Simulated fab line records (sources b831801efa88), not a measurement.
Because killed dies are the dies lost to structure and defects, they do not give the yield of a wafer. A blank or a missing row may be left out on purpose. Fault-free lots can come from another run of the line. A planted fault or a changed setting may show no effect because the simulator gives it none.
2 desks, one fault / flow sky130 / each desk has only its own numbers; what lay behind them comes last

== AT THE TOOL OWNER'S DESK: litho track-03 ==
The tool's own readings at SKY_METAL4_DEVELOP_12 (develop time 60 s): means of the sampled wafers that have a number, for each lot that ran on this tool. The brackets show how far a lot's mean lies from the usual mean; more than 4 standard deviations puts the lot out of limits, marked OUT.
Columns: A = chill plate temp C at SKY_METAL4_DEVELOP_12, usual 22.98 C; B = developer temp C at SKY_METAL4_DEVELOP_12, usual 21.00 C
lot=L746; first seen here=day 41 13:00; A=22.97; B=21.03
lot=L747; first seen here=day 42 01:00; A=23.08; B=20.98
lot=L753; first seen here=day 43 22:00; A=22.92; B=21.03
lot=L766; first seen here=day 47 03:00; A=22.96; B=21.60 (+6.0) OUT
lot=L767; first seen here=day 47 04:00; A=23.00; B=21.72 (+7.2) OUT
This desk's verdict: out of limits on L766, L767, starting with L766 at day 47 03:00 (developer temp C at SKY_METAL4_DEVELOP_12). In limits: L746, L747, L753.

== FROM THE METROLOGY DESK ==
What the gauges read for every lot (on any tool): the sampled wafers with a number, averaged. The brackets show how far a lot's mean lies from the usual mean; more than 4 standard deviations puts the lot out of limits, marked OUT.
Columns: A = CAP2M_CVD_00_THK at SKY_CAP2M_THK_MEAS_01, usual 15.47 nm; B = CAP2M_OVL at SKY_CAP2M_OVL_MEAS_12, usual -0.3 nm
lot=L746; first seen here=day 39 12:01; A=15.56; B=-1.4
lot=L747; first seen here=day 40 00:34; A=15.74; B=-2.5
lot=L750; first seen here=day 41 03:20; A=15.45; B=-0.3
lot=L753; first seen here=day 41 23:28; A=15.37; B=1.6
lot=L755; first seen here=day 42 06:28; A=15.33; B=0.6
lot=L756; first seen here=day 42 19:56; A=15.21; B=-0.3
lot=L757; first seen here=day 42 22:29; A=15.39; B=0.0
lot=L758; first seen here=day 43 08:08; A=15.50; B=-1.6
lot=L759; first seen here=day 43 11:04; A=15.32; B=0.9
lot=L766; first seen here=day 45 09:36; A=15.59; B=-0.1
lot=L767; first seen here=day 45 11:24; A=15.47; B=-0.2
lot=L768; first seen here=day 45 14:51; A=15.17; B=0.4
Result from this desk: across the 12 lots, nothing is out of limits.

== BROUGHT TOGETHER ==
On L766, L767, at day 47 03:00, an alarm was possible from the tool owner's desk.
Metrology desk: nothing out of limits seen.
The metrology desk holds a record of L766, L767, inside its limits.
The lots listed all ran SKY_METAL4_DEVELOP_12 on litho track-03.

== WHAT THE SIMULATOR HAD INSERTED ==
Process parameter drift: litho track-03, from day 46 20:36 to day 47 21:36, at SKY_METAL4_DEVELOP_12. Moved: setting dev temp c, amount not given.
Lots struck among those shown: L766, L767.
How many hours passed from the start of the fault until each desk's first out-of-limits reading: the tool owner's desk, 6.
